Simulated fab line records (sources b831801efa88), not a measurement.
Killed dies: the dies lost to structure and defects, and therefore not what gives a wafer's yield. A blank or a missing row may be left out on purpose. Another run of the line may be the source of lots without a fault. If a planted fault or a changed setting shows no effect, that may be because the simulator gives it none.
Which tool is to blame?	flow gf180mcu	Sampling: 11 lots, 33 wafers, 5 of 602 route steps

## WHAT EACH GAUGE READ, for each wafer
GF_V1_RS_MEAS_24: uses a four-point probe to measure.
lot	measured	on	V1_W_RS (ohm/sq)
L511	day 17 23:56	film metro-04	0.331 0.324 0.330
L513	day 18 23:14	film metro-03	0.320 0.322 0.321
L514	day 19 08:20	film metro-04	0.321 0.330 0.329
L516	day 20 07:04	film metro-03	0.324 0.335 0.323
L517	day 20 14:00	film metro-04	0.330 0.331 0.321
L520	day 21 22:22	film metro-04	0.333 0.333 0.333
L521	day 22 00:46	film metro-03	0.329 0.316 0.329
L522	day 22 04:33	film metro-03	0.314 0.315 0.325
L523	day 22 15:27	film metro-04	0.330 0.322 0.327
L528	day 24 09:56	film metro-04	0.323 0.326 0.336
L529	day 24 21:20	film metro-04	0.336 0.323 0.332

GF_M2_RS_MEAS_05: uses a four-point probe to measure.
lot	measured	on	M2_ALCU_RS (ohm/sq)
L511	day 18 00:38	film metro-04	0.0690 0.0692 0.0686
L513	day 18 23:56	film metro-01	0.0690 0.0697 0.0690
L514	day 19 09:02	film metro-01	0.0692 0.0688 0.0699
L516	day 20 07:46	film metro-01	0.0702 0.0704 0.0701
L517	day 20 14:42	film metro-01	0.0695 0.0695 0.0707
L520	day 21 23:04	film metro-04	0.0697 0.0695 0.0702
L521	day 22 01:28	film metro-04	0.0675 0.0684 0.0675
L522	day 22 05:15	film metro-03	0.0692 0.0701 0.0685
L523	day 22 16:09	film metro-03	0.0691 0.0691 0.0683
L528	day 24 10:38	film metro-03	0.0610 0.0612 0.0615
L529	day 24 22:10	film metro-04	0.0612 0.0610 0.0615

GF_M2_THK_MEAS_06: measures by xrf.
lot	measured	on	M2_ALCU_THK (nm)
L511	day 18 00:46	film metro-04	453 450 453
L513	day 19 00:04	film metro-01	456 454 458
L514	day 19 09:08	film metro-01	456 459 452
L516	day 20 07:53	film metro-01	446 445 449
L517	day 20 14:48	film metro-01	453 451 447
L520	day 21 23:11	film metro-04	449 445 444
L521	day 22 01:35	film metro-04	463 453 462
L522	day 22 05:21	film metro-03	449 443 455
L523	day 22 16:16	film metro-03	447 449 453
L528	day 24 10:44	film metro-03	513 508 503
L529	day 24 22:17	film metro-04	506 509 504

## WHAT TOOL EACH LOT RAN ON (gives the tool, then ch and the chambers of the sampled wafers, and finally the start)
lot	GF_V1_SPUTTER_22	GF_M2_SPUTTER_02
L511	pvd sputter-03, day 17 23:47	pvd sputter-04, day 18 00:33
L513	pvd sputter-03, day 18 23:05	pvd sputter-01, day 18 23:51
L514	pvd sputter-04, day 19 08:08	pvd sputter-02, day 19 08:54
L516	pvd sputter-04, day 20 06:54	pvd sputter-01, day 20 07:40
L517	pvd sputter-04, day 20 13:49	pvd sputter-02, day 20 14:34
L520	pvd sputter-03, day 21 22:13	pvd sputter-04, day 21 22:58
L521	pvd sputter-04, day 22 00:37	pvd sputter-02, day 22 01:22
L522	pvd sputter-02, day 22 04:22	pvd sputter-01, day 22 05:07
L523	pvd sputter-02, day 22 15:17	pvd sputter-04, day 22 16:04
L528	pvd sputter-02, day 24 09:45	pvd sputter-04, day 24 10:31
L529	pvd sputter-03, day 24 21:11	pvd sputter-04, day 24 22:04
- GF_V1_SPUTTER_22: material TiN, target thk 10 nm, time 40 s.
- GF_M2_SPUTTER_02: material AlCu, target thk 450 nm, time 23.9 s.

## AS READ BY THE TOOLS THEMSELVES (means over the sampled wafers that have a number; for cases with no such wafer, the mark the record gives instead)
GF_V1_SPUTTER_22.
lot	tool	throttle valve pct (%)
L511	pvd sputter-03	31.3
L513	pvd sputter-03	30.9
L514	pvd sputter-04	31.0
L516	pvd sputter-04	30.4
L517	pvd sputter-04	29.7
L520	pvd sputter-03	30.1
L521	pvd sputter-04	29.8
L522	pvd sputter-02	30.0
L523	pvd sputter-02	30.1
L528	pvd sputter-02	30.6
L529	pvd sputter-03	30.7

GF_M2_SPUTTER_02.
lot	tool	throttle valve pct (%)
L511	pvd sputter-04	30.1
L513	pvd sputter-01	29.8
L514	pvd sputter-02	30.3
L516	pvd sputter-01	29.8
L517	pvd sputter-02	30.0
L520	pvd sputter-04	30.5
L521	pvd sputter-02	30.1
L522	pvd sputter-01	29.5
L523	pvd sputter-04	30.4
L528	pvd sputter-04	29.8
L529	pvd sputter-04	30.9

## THE ANSWER, worked out from the rows above alone
Rule: what is usual is taken from the lots themselves. The widest of any qualifying gaps counts: lots, ordered by their means at a reading, are off when they make up no more than a third of the lots, leave a main group of 4 or more, and stand apart from it by 3 or more times the standard deviation of that group's means. Not used: any main group whose means are identical at the precision the tables above print for the reading. A lot without any number at a reading at which 4 lots or more have one is off too. All remaining lots with rows at the step are treated as sound. After the gauges, taken in route order, come the tools' own readings; for these a lot's mean is taken, as printed above. At the first step where some lot is off, the reading lying furthest off is the one used; lots without a number count as furthest.
Off: at GF_M2_RS_MEAS_05 (M2_ALCU_RS), L528, L529. The main group has a mean of 0.0693 ohm/sq with a standard deviation of 0.00067.
A tool fits if, at a process step before that reading, it ran every lot that is off, and no sound lot after the first of them. The gauges at GF_M2_RS_MEAS_05 are tried like those tools. One fits: GF_M2_SPUTTER_02 on pvd sputter-04. Its last sound lot is L523 (day 22 16:04), its first lot that is off L528 (day 24 10:31): a fault that began between those two fits.

## WHAT THE SIMULATOR PUT IN
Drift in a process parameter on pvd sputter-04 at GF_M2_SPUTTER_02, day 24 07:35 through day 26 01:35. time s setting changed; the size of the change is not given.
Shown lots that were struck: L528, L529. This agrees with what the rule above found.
